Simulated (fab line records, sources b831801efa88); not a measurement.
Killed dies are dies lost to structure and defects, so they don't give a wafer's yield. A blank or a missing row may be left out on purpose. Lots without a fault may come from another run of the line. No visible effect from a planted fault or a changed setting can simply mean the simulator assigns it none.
A lot that was struck, set against a sound lot	flow sky130	15 steps out of a route of 708
Sound: wafers L314.2, L314.3, L314.5. Struck: wafers L323.4, L323.5, L323.6. The cause comes at the end.
Order at every step that has rows: each side's tool, ch and its chambers, its first start. Under that, the readings that differ: sound wafers	struck wafers	difference of the means	sigmas: that difference in standard deviations of wafers without a fault.
alike: readings with means less than 2 such deviations apart, plus words and numbers identical on both sides. not compared: withheld readings, readings lacking a value on some wafer, bounds such as >300 that could conceal the same value, and numbers that have no deviation in the record and whose values overlap.
The two part at a step that has a row with sigmas, a row that says differs or no value, or rows on one side only. Numbers that have no deviation but don't overlap get no sigmas and don't part them. A reading that every wafer of one side lacks parts them only if that side has two wafers or more.

first, 8 steps without rows for these wafers: SKY_FIELD_ISO_DEHYDRATE_05 (time 60 s); SKY_FIELD_ISO_HMDS_06 (prime time 60 s); SKY_FIELD_ISO_COAT_07 (resist thk 60 nm); SKY_FIELD_ISO_COAT_08 (resist thk 450 nm); SKY_FIELD_ISO_SOFTBAKE_09 (time 90 s); SKY_FIELD_ISO_EXPOSE_10 (exposes mask FOM, target cd 150 nm); SKY_FIELD_ISO_PEB_11; SKY_FIELD_ISO_DEVELOP_12 (develop time 60 s).
SKY_FIELD_ISO_CD_MEAS_13: the cd target is 150 nm.
  sound: cd sem-01 at day 2 14:20; struck: cd sem-02 at day 4 13:16
  alike: cd nm
SKY_FIELD_ISO_ETCH_14: etches BARC in N2/H2, stops on SiO2, time 45.9 s, target depth 60 nm.
  sound on rie diel-03 ch 0,2,3, day 2 14:26; struck on rie diel-04 ch 0,1,2, day 4 13:20
  alike: drypump motor current A, oes product au, rf fwd power W, run length s, throttle valve pct
  not compared: rf hours counter h
SKY_FIELD_ISO_ETCH_15: etches the open film in CHF3/O2, stops on Si, target depth 180 nm, time 72 s.
  sound on rie diel-03 ch 0,2,3, day 2 14:29; struck on rie diel-04 ch 0,1,2, day 4 13:22
  alike: drypump motor current A, oes product au, rf fwd power W, run length s, throttle valve pct
  not compared: rf hours counter h
SKY_FIELD_ISO_STRIP_16: strips in O2/N2.
  sound on plasma asher-01 ch 0,1, day 2 14:32; struck on plasma asher-01 ch 0,1, day 4 13:28
  alike: drypump motor current A, oes product au, strip time to endpoint s
  not compared: rf hours counter h
SKY_FIELD_ISO_ETCH_17: etches Si in HBr/Cl2/O2, target depth 342 nm, time 97.7 s.
  sound on rie si-01 ch 0,2,3, day 2 14:38; struck on rie si-01 ch 0,1,2, day 4 13:32
reading	sound	struck	difference	sigmas
run length s (s)	125.5 125.5 125.3	133.7 133.2 133.4	+8.0	+26
model.FIELD_ISO.feature depth nm (nm)	340.6 335.1 350	378.2 383 368.6	+34.7	
model.etch.depth nm (nm)	340.6 335.1 350	378.2 383 368.6	+34.7	
  alike: drypump motor current A, oes product au, rf fwd power W, throttle valve pct
  not compared: rf hours counter h
then, 1 step without rows for these wafers: SKY_FIELD_ISO_WET_ETCH_18 (etches Si3N4 in H3PO4, target depth 25 nm, time 286 s).
-- a jump in the record: the struck wafers' starts before and after are 44 days apart (it breaks off in module FIELD_ISO and resumes in module PAD_OPEN, where the first step shown is number 708 of the route) --
SKY_PAD_OPEN_PROBE_99:
  sound: prober-01 at day 46 17:36; struck: prober-02 at day 48 15:59
reading	sound	struck	difference	sigmas
killed at contacts	25 15 23	33 35 29	+11	+2
model.etest.res_p_drift_20v.line ohm um	1.063e+04 1.045e+04 1.098e+04	1.455e+04 1.539e+04 1.323e+04	+3.703e+03	
model.etest.res_p_drift_20v.rs ohm sq	8811 8618 9277	1.221e+04 1.276e+04 1.106e+04	+3.108e+03	
model.etest.pfet_16v.r on ohm um	1.489e+04 1.482e+04 1.54e+04	1.847e+04 1.892e+04 1.727e+04	+3.183e+03	
model.etest.res iso pwell.rs ohm sq	2841 2742 3048	5175 5587 4482	+2204	
model.etest.res iso pwell.line ohm um	1071 1031 1141	1955 2109 1728	+850	
model.etest.res nwell.line ohm um	1158 1142 1168	1367 1407 1288	+198	
model.etest.res nwell.rs ohm sq	933.9 919.4 965	1174 1196 1104	+219	
  alike: killed_at_M0_to_M3, killed_at_M4_up, killed at front end, killed at other, killed dies, killed open, killed short
  not compared: model.etest.nfet_16v.r on ohm um

== WHERE THEY PART ==
First at SKY_FIELD_ISO_ETCH_17; last, within this record, at SKY_PAD_OPEN_PROBE_99.

WHY: the cause the simulator had injected
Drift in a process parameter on rie si-01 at SKY_FIELD_ISO_ETCH_17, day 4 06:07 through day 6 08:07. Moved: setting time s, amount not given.
